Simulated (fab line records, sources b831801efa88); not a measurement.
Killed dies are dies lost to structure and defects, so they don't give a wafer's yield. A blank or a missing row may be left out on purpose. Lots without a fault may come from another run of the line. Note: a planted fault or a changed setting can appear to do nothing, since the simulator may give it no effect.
What tool caused it? ; flow sky130 ; Sampling: 11 lots, 33 wafers, 5 of 708 route steps

## WHAT THE GAUGES SHOWED, per wafer
SKY_CONTACT_RS_MEAS_25: measurement is done with a four-point probe.
lot;measured;on;CONTACT_W_RS (ohm/sq)
L148;day 31 11:38;film-metro-01;0.342 0.340 0.344
L156;day 34 13:10;film-metro-01;0.336 0.331 0.335
L157;day 35 00:56;film-metro-02;0.331 0.333 0.338
L159;day 35 08:25;film-metro-01;0.338 0.344 0.341
L160;day 35 09:40;film-metro-04;0.341 0.344 0.339
L164;day 36 23:55;film-metro-04;0.345 0.349 0.343
L165;day 37 06:59;film-metro-02;0.334 0.331 0.333
L166;day 37 12:33;film-metro-01;0.335 0.341 0.340
L167;day 37 15:51;film-metro-01;0.337 0.341 0.340
L168;day 37 18:15;film-metro-01;0.338 0.341 0.333
L171;day 39 04:40;film-metro-04;0.349 0.351 0.349

## EACH LOT AND THE TOOL THAT RAN IT (in order: tool; ch and the chambers of the sampled wafers; start)
lot;SKY_LOCAL_INTERCONNECT_ETCH_13;SKY_LOCAL_INTERCONNECT_STRIP_15;SKY_CONTACT_ETCH_18;SKY_CONTACT_STRIP_19
L148;rie-metal-02 ch 0,1, day 30 06:06;plasma-asher-03 ch 0,1, day 30 06:13;rie-diel-04 ch 0,3, day 31 10:00;plasma-asher-01 ch 0,1, day 31 10:52
L156;rie-metal-01 ch 1, day 33 08:33;plasma-asher-01 ch 0,1, day 33 08:46;rie-diel-02 ch 1,3, day 34 12:00;plasma-asher-01 ch 0,1, day 34 12:24
L157;rie-metal-02 ch 0,1, day 33 19:00;plasma-asher-03 ch 0,1, day 33 19:07;rie-diel-04 ch 0,2,3, day 35 00:00;plasma-asher-03 ch 0,1, day 35 00:08
L159;rie-metal-03 ch 0,1, day 34 03:10;plasma-asher-01 ch 0,1, day 34 03:17;rie-diel-03 ch 0,1,2, day 35 07:00;plasma-asher-03 ch 0,1, day 35 07:38
L160;rie-metal-03 ch 0, day 34 05:43;plasma-asher-03 ch 0, day 34 05:50;rie-diel-04 ch 1,3, day 35 08:00;plasma-asher-01 ch 0,1, day 35 08:53
L164;rie-metal-01 ch 0,1, day 35 19:50;plasma-asher-01 ch 0,1, day 35 19:57;rie-diel-03 ch 1,2,3, day 36 23:00;plasma-asher-01 ch 0, day 36 23:07
L165;rie-metal-02 ch 0,1, day 36 02:08;plasma-asher-04 ch 0,1, day 36 02:15;rie-diel-04 ch 0,2, day 37 06:00;plasma-asher-01 ch 0, day 37 06:13
L166;rie-metal-03 ch 0,1, day 36 08:04;plasma-asher-04 ch 0,1, day 36 08:11;rie-diel-02 ch 0,1,2, day 37 11:00;plasma-asher-03 ch 0,1, day 37 11:46
L167;rie-metal-02 ch 0,1, day 36 10:58;plasma-asher-01 ch 0,1, day 36 11:05;rie-diel-04 ch 0,1,2, day 37 14:00;plasma-asher-02 ch 0,1, day 37 15:02
L168;rie-metal-02 ch 0,1, day 36 13:37;plasma-asher-01 ch 0,1, day 36 13:44;rie-diel-04 ch 0,1, day 37 17:00;plasma-asher-02 ch 0,1, day 37 17:26
L171;rie-metal-02 ch 0,1, day 38 01:14;plasma-asher-04 ch 0,1, day 38 01:21;rie-diel-03 ch 0,1,2, day 39 03:00;plasma-asher-02 ch 0, day 39 03:52
- SKY_LOCAL_INTERCONNECT_ETCH_13: etches BARC in N2/H2, stops on SiO2, time 45.9 s, target depth 60 nm.
- SKY_LOCAL_INTERCONNECT_STRIP_15: strips in O2/N2.
- SKY_CONTACT_ETCH_18: etches Si3N4 in CHF3/O2, stops on TiN, time 39 s, target depth 75 nm.
- SKY_CONTACT_STRIP_19: strips in O2/N2.

## THE ANSWER, worked out from the rows above alone
Rule: the lots themselves supply what counts as usual. The widest of any qualifying gaps counts: lots, ordered by their means at a reading, are off when they make up no more than a third of the lots, leave a main group of 4 or more, and stand apart from it by 3 or more times the standard deviation of that group's means. Not used: any main group whose means are identical at the precision the tables above print for the reading. A lot without any number at a reading at which 4 lots or more have one is off too. The other lots that the step has rows for count as sound.
Across all readings shown, no lot is off: no conclusion can be drawn from this.

## WHAT THE SIMULATOR HAD INSERTED
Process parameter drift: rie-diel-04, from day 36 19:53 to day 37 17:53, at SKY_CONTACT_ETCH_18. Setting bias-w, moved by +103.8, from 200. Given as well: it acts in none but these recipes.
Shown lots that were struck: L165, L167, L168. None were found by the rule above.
